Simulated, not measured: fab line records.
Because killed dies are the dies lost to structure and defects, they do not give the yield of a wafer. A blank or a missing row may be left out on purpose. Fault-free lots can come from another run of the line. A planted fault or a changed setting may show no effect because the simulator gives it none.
fab line records    flow gf180mcu
record lots=7  wafers=21  last-day=34
route steps=602 shown LVPWELL@56 MVSD@66 PASSIVATION@602
lots with no fault: from the same line, run without faults
start-h: hours from the record's opening day to when the first of the lot's shown wafers began    wait-h: how many hours have passed since the lot's step before this one    " as in the row above    L1.1+2: one row covering several wafers at once    - no value present, or no start provided    * or withheld: withheld    < > ~ a bound
route shown NAME@n: a module of which the file shows steps, and the number in the route of the first    usual: average and standard deviation across the fault-free wafers    same: alike in all rows    chamber/n: place in a boat    sites: the reading at each site    _std_site: standard deviation across them    _edge_site: inner sites' mean taken away from outer sites' mean    radius-mm: how far each site lies from the wafer's centre    mask NAME#n: copy n    behind: the tool/chamber that last shaped the wafer    hold: what put the lot on hold/how long, in hours/how the hold closed    device: names the non-switching transistor (n, p or np)    end of line: the route-end tests of the same wafers    where a step has no rows: the recipe by itself    killed: dies that structure and defects cost at the first sort, which is not the same as the wafer's yield    map: shows each die of a wafer: x if killed, . if not, _ if none is there
set.NAME: the setting as run; set.NAME@STEP: as run at that earlier step    model.NAME: the simulator's own value behind a step, which no gauge read
lots at selected steps of the route; one table per step, one row per wafer
services: the hour from which a tool's chamber was out of use, counted from the record's first day as start-h (under 0 if before that day), plus the number of hours and why
## steps
# step GF_LVPWELL_COAT_02
# recipe spin-rpm=2000  resist-thk-nm=3000
# step GF_LVPWELL_SOFTBAKE_03
# recipe temp-c=110  time-s=withheld
# step GF_LVPWELL_EXPOSE_04
# recipe mask-id=LVPWELL  target-cd-nm=600  na=0.6  source-shape=conventional  sigma-outer=0.6  dose-mj=260
# step GF_LVPWELL_PEB_05
# recipe temp-c=115  time-s=withheld
# step GF_LVPWELL_DEVELOP_06
# recipe wall-angle-deg=90  develop-time-s=60  dev-temp-c=23
# step GF_LVPWELL_OVL_MEAS_07
# usual LVPWELL_OVL=0.3/1.6
lot.wafer  tool        chamber  start-h  wait-h  LVPWELL_OVL[nm]
L203.1     overlay-01  -        79.92    -       -1.1
L203.2     "           -        "        "       -0.9
L203.4     "           -        "        "       -1.7
L212.1     overlay-01  -        134.09   -       1.1
L212.2     "           -        "        "       -0.7
L212.4     "           -        "        "       -0.3
L217.3     overlay-01  -        156.70   -       1.0
L217.4     "           -        "        "       -1.4
L217.5     "           -        "        "       -1.0
L218.1     overlay-01  -        163.13   -       -1.3
L218.2     "           -        "        "       0.3
L218.3     "           -        "        "       -1.5
L219.2     overlay-02  -        170.05   -       -1.2
L219.4     "           -        "        "       -1.0
L219.5     "           -        "        "       -2.2
L220.1     overlay-02  -        174.38   -       0.0
L220.2     "           -        "        "       0.1
L220.6     "           -        "        "       -1.1
L224.1     overlay-01  -        196.47   -       -1.4
L224.2     "           -        "        "       -0.4
L224.3     "           -        "        "       -1.5
# step GF_LVPWELL_IMPLANT_08
# recipe species=B  energy-kev=170  dose-cm2=1.5e+13  tilt-deg=0
# step GF_LVPWELL_IMPLANT_09
# recipe species=B  energy-kev=60  dose-cm2=5e+12  tilt-deg=0
# step GF_LVPWELL_STRIP_10
# recipe chemistry=O2/N2  power-w=1400  pressure-mtorr=1500  platen-temp-c=250  o2-flow-sccm=3000  n2-flow-sccm=300  overash-fraction=0.5
# usual drypump-motor-current-A=5.8/0.4  heater-power-w=333/20  oes-product-au=0.723/0.004  strip-time-to-endpoint-s=37.02/0.096
lot.wafer  tool             chamber  start-h  wait-h  drypump-motor-current-A  heater-power-w  oes-product-au  rf-hours-counter-h  strip-time-to-endpoint-s
L203.1     plasma-asher-03  0        80.26    0.1     5.7                      317             0.729           45                  36.79
L203.2     "                1        "        "       6.1                      291             0.729           45                  36.85
L203.4     "                1        "        "       6.0                      289             0.720           -                   36.89
L212.1     plasma-asher-03  0        134.43   0.1     5.8                      312             0.733           2                   37.03
L212.2     "                1        "        "       6.0                      301             0.710           2                   36.99
L212.4     "                1        "        "       6.0                      306             0.715           -                   36.88
L217.3     plasma-asher-04  0        157.06   0.1     6.3                      351             0.723           -                   37.02
L217.4     "                1        "        "       5.9                      341             0.718           -                   36.95
L217.5     "                1        "        "       5.9                      345             0.726           -                   37.08
L218.1     plasma-asher-03  1        163.47   0.1     6.1                      316             0.726           5                   37.08
L218.2     "                0        "        "       5.7                      315             0.721           5                   37.03
L218.3     "                0        "        "       5.8                      320             0.720           -                   37.07
L219.2     plasma-asher-01  1        170.38   0.1     5.0                      352             0.726           55                  37.14
L219.4     "                1        "        "       5.0                      348             0.723           -                   37.08
L219.5     "                1        "        "       5.0                      345             0.725           -                   37.14
L220.1     plasma-asher-01  1        174.72   0.1     5.0                      351             0.728           55                  37.03
L220.2     "                0        "        "       5.6                      341             0.716           55                  36.97
L220.6     "                0        "        "       5.6                      338             0.726           -                   37.06
L224.1     plasma-asher-04  0        196.81   0.1     6.3                      355             0.725           44                  36.93
L224.2     "                1        "        "       6.0                      332             0.716           44                  37.03
L224.3     "                1        "        "       6.0                      334             0.722           -                   37.00
# step GF_LVPWELL_TW_MEAS_11
# usual LVPWELL_TW=556/3.4
lot.wafer  tool           chamber  start-h  wait-h  LVPWELL_TW
L203.1     film-metro-01  -        80.36    0.1     556
L203.2     "              -        "        "       556
L203.4     "              -        "        "       558
L212.1     film-metro-02  -        134.53   0.1     558
L212.2     "              -        "        "       556
L212.4     "              -        "        "       559
L217.3     film-metro-01  -        157.15   0.1     559
L217.4     "              -        "        "       557
L217.5     "              -        "        "       559
L218.1     film-metro-02  -        163.57   0.1     561
L218.2     "              -        "        "       561
L218.3     "              -        "        "       563
L219.2     film-metro-01  -        170.49   0.1     553
L219.4     "              -        "        "       559
L219.5     "              -        "        "       558
L220.1     film-metro-04  -        174.82   0.1     550
L220.2     "              -        "        "       548
L220.6     "              -        "        "       549
L224.1     film-metro-04  -        196.91   0.1     549
L224.2     "              -        "        "       551
L224.3     "              -        "        "       554
# step GF_MVSD_DEHYDRATE_00
# recipe temp-c=200  time-s=60
# step GF_MVSD_HMDS_01
# recipe prime-time-s=60  prime-temp-c=120
# step GF_MVSD_COAT_02
# recipe spin-rpm=2000  resist-thk-nm=3000
# usual dispense-pressure-kPa=49.9/1.4
lot.wafer  tool            chamber  start-h  wait-h  dispense-pressure-kPa  model.coat_of_MVSD_COAT_02.thk-nm
L203.1     litho-track-03  0        87.14    0.1     50.5                   3000
L203.2     "               0        "        "       50.5                   2999
L203.4     "               0        "        "       50.5                   2997
L212.1     litho-track-04  0        141.72   0.1     47.9                   3006
L212.2     "               0        "        "       47.9                   3011
L212.4     "               0        "        "       47.9                   3011
L217.3     litho-track-01  0        164.84   0.1     51.2                   3009
L217.4     "               0        "        "       51.1                   3007
L217.5     "               0        "        "       51.1                   2998
L218.1     litho-track-01  0        170.59   0.1     51.1                   1683
L218.2     "               0        "        "       51.1                   1681
L218.3     "               0        "        "       51.2                   1681
L219.2     litho-track-01  0        178.11   0.1     51.1                   1681
L219.4     "               0        "        "       51.1                   1678
L219.5     "               0        "        "       51.2                   1685
L220.1     litho-track-01  0        182.64   0.1     51.1                   1688
L220.2     "               0        "        "       51.1                   1687
L220.6     "               0        "        "       51.1                   1685
L224.1     litho-track-03  0        205.04   0.1     50.6                   3002
L224.2     "               0        "        "       50.6                   3007
L224.3     "               0        "        "       50.6                   2999
# step GF_MVSD_SOFTBAKE_03
# recipe temp-c=110  time-s=withheld
# step GF_MVSD_EXPOSE_04
# recipe mask-id=MVSD  target-cd-nm=1000  na=0.6  source-shape=conventional  sigma-outer=0.6  dose-mj=253.8
# step GF_MVSD_PEB_05
# recipe temp-c=115  time-s=withheld
# step GF_MVSD_DEVELOP_06
# recipe wall-angle-deg=90  develop-time-s=60  dev-temp-c=23
lot.wafer  tool            chamber  start-h  wait-h  model.coat_of_MVSD_COAT_02.thk-nm
L203.1     litho-track-03  0        -        -       2999
L203.2     "               0        "        "       2998
L203.4     "               0        "        "       2996
L212.1     litho-track-04  0        -        -       3005
L212.2+4   "               0        "        "       3010
L217.3     litho-track-01  0        -        -       3008
L217.4     "               0        "        "       3006
L217.5     "               0        "        "       2997
L218.1     litho-track-01  0        -        -       1682
L218.2+3   "               0        "        "       1680
L219.2     litho-track-04  0        -        -       1680
L219.4     "               0        "        "       1677
L219.5     "               0        "        "       1684
L220.1     litho-track-01  0        -        -       1687
L220.2     "               0        "        "       1686
L220.6     "               0        "        "       1684
L224.1     litho-track-01  0        -        -       3001
L224.2     "               0        "        "       3006
L224.3     "               0        "        "       2998
# step GF_MVSD_OVL_MEAS_07
# usual MVSD_OVL=1.6/1.4
lot.wafer  tool        chamber  start-h  wait-h  MVSD_OVL[nm]
L203.1     overlay-01  -        93.69    -       2.3
L203.2     "           -        "        "       2.7
L203.4     "           -        "        "       0.8
L212.1     overlay-02  -        149.47   -       2.1
L212.2     "           -        "        "       2.3
L212.4     "           -        "        "       2.1
L217.3     overlay-02  -        172.00   -       2.6
L217.4     "           -        "        "       1.9
L217.5     "           -        "        "       2.3
L218.1     overlay-01  -        179.44   -       0.5
L218.2     "           -        "        "       -2.4
L218.3     "           -        "        "       1.6
L219.2     overlay-02  -        186.68   -       3.2
L219.4     "           -        "        "       2.1
L219.5     "           -        "        "       2.2
L220.1     overlay-02  -        190.88   -       2.6
L220.2     "           -        "        "       2.2
L220.6     "           -        "        "       3.1
L224.1     overlay-01  -        214.13   -       3.2
L224.2     "           -        "        "       1.0
L224.3     "           -        "        "       1.2
# step GF_MVSD_IMPLANT_08
# recipe species=P  energy-kev=400  dose-cm2=1.6e+13  tilt-deg=0
# step GF_MVSD_IMPLANT_09
# recipe species=P  energy-kev=100  dose-cm2=5e+12  tilt-deg=0
# step GF_MVSD_STRIP_10
# recipe chemistry=O2/N2  power-w=1416  pressure-mtorr=1500  platen-temp-c=250  o2-flow-sccm=3000  n2-flow-sccm=300  overash-fraction=0.5
# usual drypump-motor-current-A=6.0/0.34  heater-power-w=325/23  oes-product-au=0.727/0.0048  strip-time-to-endpoint-s=36.68/0.1
lot.wafer  tool             chamber  start-h  wait-h  drypump-motor-current-A  heater-power-w  oes-product-au  rf-hours-counter-h  strip-time-to-endpoint-s
L203.1     plasma-asher-02  0        94.03    0.1     5.4                      298             0.726           35                  36.61
L203.2     "                1        "        "       6.6                      362             0.731           35                  36.59
L203.4     "                0        "        "       5.4                      305             0.732           -                   36.57
L212.1     plasma-asher-03  0        149.81   0.1     5.7                      320             0.733           3                   36.70
L212.2     "                1        "        "       6.0                      304             0.725           3                   36.74
L212.4     "                0        "        "       5.7                      317             0.717           -                   36.76
L217.3     plasma-asher-03  0        172.35   0.1     5.7                      312             0.730           -                   36.72
L217.4     "                1        "        "       6.1                      305             0.724           -                   36.69
L217.5     "                1        "        "       6.1                      303             0.729           -                   36.59
L218.1     plasma-asher-02  0        179.77   0.1     5.4                      311             0.720           44                  21.44
L218.2     "                1        "        "       6.6                      365             0.728           44                  21.43
L218.3     "                1        "        "       6.6                      368             0.727           -                   21.42
L219.2     plasma-asher-04  1        187.01   0.1     5.9                      332             0.717           43                  21.43
L219.4     "                1        "        "       6.0                      336             0.720           -                   21.40
L219.5     "                0        "        "       6.2                      350             0.721           -                   21.47
L220.1     plasma-asher-04  1        191.22   0.1     5.9                      333             0.725           43                  21.52
L220.2     "                0        "        "       6.3                      350             0.719           43                  21.51
L220.6     "                1        "        "       5.9                      339             0.725           -                   21.49
L224.1     plasma-asher-03  0        214.47   0.1     5.7                      315             0.728           9                   36.64
L224.2     "                1        "        "       6.0                      298             0.731           9                   36.69
L224.3     "                1        "        "       6.0                      312             0.732           -                   36.59
# step GF_MVSD_TW_MEAS_11
# usual MVSD_TW=1569/10
lot.wafer  tool           chamber  start-h  wait-h  MVSD_TW
L203.1     film-metro-04  -        94.13    0.1     1560
L203.2     "              -        "        "       1557
L203.4     "              -        "        "       1560
L212.1     film-metro-02  -        149.91   0.1     1582
L212.2     "              -        "        "       1586
L212.4     "              -        "        "       1587
L217.3     film-metro-02  -        172.44   0.1     1560
L217.4     "              -        "        "       1567
L217.5     "              -        "        "       1571
L218.1     film-metro-02  -        179.87   0.1     1571
L218.2     "              -        "        "       1567
L218.3     "              -        "        "       1569
L219.2     film-metro-04  -        187.12   0.1     1548
L219.4     "              -        "        "       1551
L219.5     "              -        "        "       1553
L220.1     film-metro-01  -        191.32   0.1     1578
L220.2     "              -        "        "       1578
L220.6     "              -        "        "       1566
L224.1     film-metro-01  -        214.57   0.1     1585
L224.2     "              -        "        "       1579
L224.3     "              -        "        "       1579
# step GF_PASSIVATION_PROBE_99
lot.wafer  tool       chamber  start-h  wait-h  model.etest.ldnmos_10p0.r-on-ohm-um  model.etest.ldnmos_10p0.drive-ua-um
L203.1     prober-02  -        684.31   0.1     3727                                 524.2
L203.2     prober-02  -        684.36   0.1     3739                                 526.4
L203.4     prober-02  -        684.46   0.2     3778                                 524.5
L212.1     prober-01  -        749.52   0.1     3729                                 545.5
L212.2     prober-01  -        749.57   0.1     3715                                 539.9
L212.4     prober-01  -        749.67   0.2     3724                                 544.1
L217.3     prober-02  -        776.24   0.2     3761                                 540.2
L217.4     prober-02  -        776.29   0.2     3773                                 539
L217.5     prober-02  -        776.34   0.2     3721                                 536.4
L218.1     prober-01  -        782.13   0.1     3665                                 544.8
L218.2     prober-01  -        782.18   0.1     3664                                 548.7
L218.3     prober-01  -        782.23   0.2     3700                                 542.8
L219.2     prober-02  -        786.04   0.1     3688                                 536
L219.4     prober-02  -        786.14   0.2     3688                                 532.7
L219.5     prober-02  -        786.19   0.2     3681                                 539.9
L220.1     prober-01  -        792.37   0.1     3670                                 546.2
L220.2     prober-01  -        792.42   0.1     3663                                 543.4
L220.6     prober-01  -        792.62   0.2     3633                                 546.9
L224.1     prober-01  -        808.94   0.1     3740                                 533.5
L224.2     prober-01  -        808.99   0.1     3754                                 531.8
L224.3     prober-01  -        809.04   0.2     3708                                 540.3
# killed by level:class
L203.1 M1:geometric-particle:short=5 V3:geometric-particle:open=5 V2:geometric-particle:open=4 V1:geometric-particle:open=3 STI:geometric-particle:open=2 STI:geometric-particle:short=2 CONTACT:geometric-particle:short=2 CONTACT:geometric-particle:open=2
L203.2 V3:geometric-particle:open=6 V2:geometric-particle:open=5 V1:geometric-particle:short=3 V1:geometric-particle:open=3 M5:geometric-particle:short=3 POLY_GATE:geometric-particle:open=2 POLY_GATE:geometric-particle:short=2 CONTACT:geometric-particle:open=2
L203.4 CONTACT:geometric-particle:open=6 STI:geometric-particle:short=4 V2:geometric-particle:open=4 V4:geometric-particle:open=4 M1:geometric-particle:short=3 V1:geometric-particle:open=3 V2:geometric-particle:short=3 M3:geometric-particle:short=3
L212.1 CONTACT:geometric-particle:open=8 V5:geometric-particle:short=7 V1:geometric-particle:open=5 V3:geometric-particle:open=4 M1:geometric-particle:short=4 V5:geometric-particle:open=4 V2:geometric-particle:short=3 M3:geometric-particle:short=3
L212.2 CONTACT:geometric-particle:open=6 V4:geometric-particle:open=6 M4:geometric-particle:short=5 V2:geometric-particle:open=4 V3:geometric-particle:open=4 V5:geometric-particle:open=4 V4:geometric-particle:short=4 STI:geometric-particle:open=3
L212.4 V1:geometric-particle:open=4 V4:geometric-particle:short=4 V3:geometric-particle:open=4 CONTACT:geometric-particle:short=3 M2:geometric-particle:short=3 V2:geometric-particle:open=3 V5:geometric-particle:short=3 V5:geometric-particle:open=3
L217.3 V4:geometric-particle:short=5 M1:geometric-particle:short=4 V3:geometric-particle:short=4 M4:geometric-particle:short=4 STI:geometric-particle:open=3 CONTACT:geometric-particle:short=3 CONTACT:geometric-particle:open=3 V1:geometric-particle:open=3
L217.4 STI:geometric-particle:open=4 V1:geometric-particle:open=4 V2:geometric-particle:open=4 V5:geometric-particle:open=4 CONTACT:geometric-particle:open=3 V2:geometric-particle:short=3 CONTACT:geometric-particle:short=2 V1:geometric-particle:short=2
L217.5 V1:geometric-particle:open=6 V3:geometric-particle:open=5 V3:geometric-particle:short=4 V5:geometric-particle:open=4 STI:geometric-particle:open=3 STI:geometric-particle:short=3 M2:geometric-particle:open=3 V2:geometric-particle:short=3
L219.2 V4:geometric-particle:open=7 V3:geometric-particle:open=4 MVSD:area-expose=4 CONTACT:geometric-particle:open=3 V1:geometric-particle:open=3 V4:geometric-particle:short=3 M2:geometric-particle:open=2 V2:geometric-particle:open=2
L219.4 STI:geometric-particle:open=4 M1:geometric-particle:short=4 V3:geometric-particle:open=4 V5:geometric-particle:open=4 MVSD:area-expose=4 CONTACT:geometric-particle:open=3 V1:geometric-particle:open=3 V2:geometric-particle:open=3
L219.5 V4:geometric-particle:open=5 V1:geometric-particle:open=4 CONTACT:geometric-particle:open=3 V3:geometric-particle:short=3 M4:geometric-particle:short=3 STI:geometric-particle:short=2 SAB:geometric-particle:open=2 CONTACT:geometric-particle:short=2
L220.1 CONTACT:geometric-particle:open=6 V3:geometric-particle:open=6 STI:geometric-particle:open=5 V2:geometric-particle:open=5 V5:geometric-particle:open=4 STI:geometric-particle:short=3 M3:geometric-particle:short=3 M1:geometric-particle:short=3
L220.2 V4:geometric-particle:open=9 M1:geometric-particle:short=4 V1:geometric-particle:short=4 V5:geometric-particle:open=4 CONTACT:geometric-particle:short=3 V2:geometric-particle:open=3 V3:geometric-particle:open=3 CONTACT:geometric-particle:open=2
L220.6 V1:geometric-particle:open=5 V4:geometric-particle:open=5 M1:geometric-particle:short=4 V2:geometric-particle:open=4 V3:geometric-particle:open=4 STI:geometric-particle:open=3 CONTACT:geometric-particle:open=3 V4:geometric-particle:short=3
L224.1 V3:geometric-particle:open=7 V3:geometric-particle:short=6 V4:geometric-particle:open=5 V2:geometric-particle:open=4 V1:geometric-particle:open=4 STI:geometric-particle:open=3 M2:geometric-particle:short=3 V5:geometric-particle:short=3
L224.2 V3:geometric-particle:open=5 V2:geometric-particle:short=4 V4:geometric-particle:short=4 V4:geometric-particle:open=4 V5:geometric-particle:open=3 M1:geometric-particle:short=3 V1:geometric-particle:open=3 STI:geometric-particle:open=2
L224.3 CONTACT:geometric-particle:open=6 V3:geometric-particle:short=6 V5:geometric-particle:open=5 STI:geometric-particle:short=3 M1:geometric-particle:short=3 V1:geometric-particle:short=3 V1:geometric-particle:open=3 STI:geometric-particle:open=2
## services
tool             chamber  start-h  hours  kind
plasma-asher-01  -        100.49   2.2    repair
plasma-asher-03  -        108.75   9.0    pm
plasma-asher-03  0        108.75   9.0    vent-cycle
plasma-asher-03  1        108.75   9.0    vent-cycle
plasma-asher-03  0        117.75   -      clean
plasma-asher-03  1        117.75   -      clean
litho-track-03   -        150.04   -      consumable-replace:filter
plasma-asher-01  -        154.55   9.1    repair
plasma-asher-01  -        155.44   1.6    repair
plasma-asher-03  -        172.80   14.6   pm
plasma-asher-01  -        184.60   17.2   pm
plasma-asher-03  -        200.37   2.6    repair
## key
first-sign step=GF_MVSD_STRIP_10  reading=strip-time-to-endpoint-s  direction=down  sigmas=99+  usual=*  struck=*
effect none on later readings
model-effect step=GF_MVSD_COAT_02  value=coat_of_MVSD_COAT_02.thk-nm  without=3000  struck=1683
model-effect step=GF_MVSD_DEVELOP_06  value=coat_of_MVSD_COAT_02.thk-nm  without=2999  struck=1682
model-effect step=GF_PASSIVATION_PROBE_99  value=etest.ldnmos_10p0.r-on-ohm-um  without=3753  struck=3672
met-at GF_MVSD_COAT_02
struck-wafers L218.1,L218.2,L218.3,L219.2,L219.4,L219.5,L220.1,L220.2,L220.6
sort-left-out L218.1,L218.2,L218.3
tester-left-out L218,L219,L220
onset-between 164.84 170.59
fault kind=process-parameter-drift  tool=litho-track-01  chamber=-  onset-h=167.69  steps=GF_MVSD_COAT_02  channel=resist-thk-nm  offset=*  shape=step  end-h=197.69  acts-in=*  stated=*
# tester-left-out: of these lots the tester's yield and bins aren't shown, on N5 and GAA mostly nor the transistor test; their killed dies are dies lost to structure and defects alone, not to doping, threshold or leakage, so they don't give the yield
# sort-left-out: the simulated sort isn't trusted on such a fault, so these wafers' sort isn't shown, and their yield isn't known
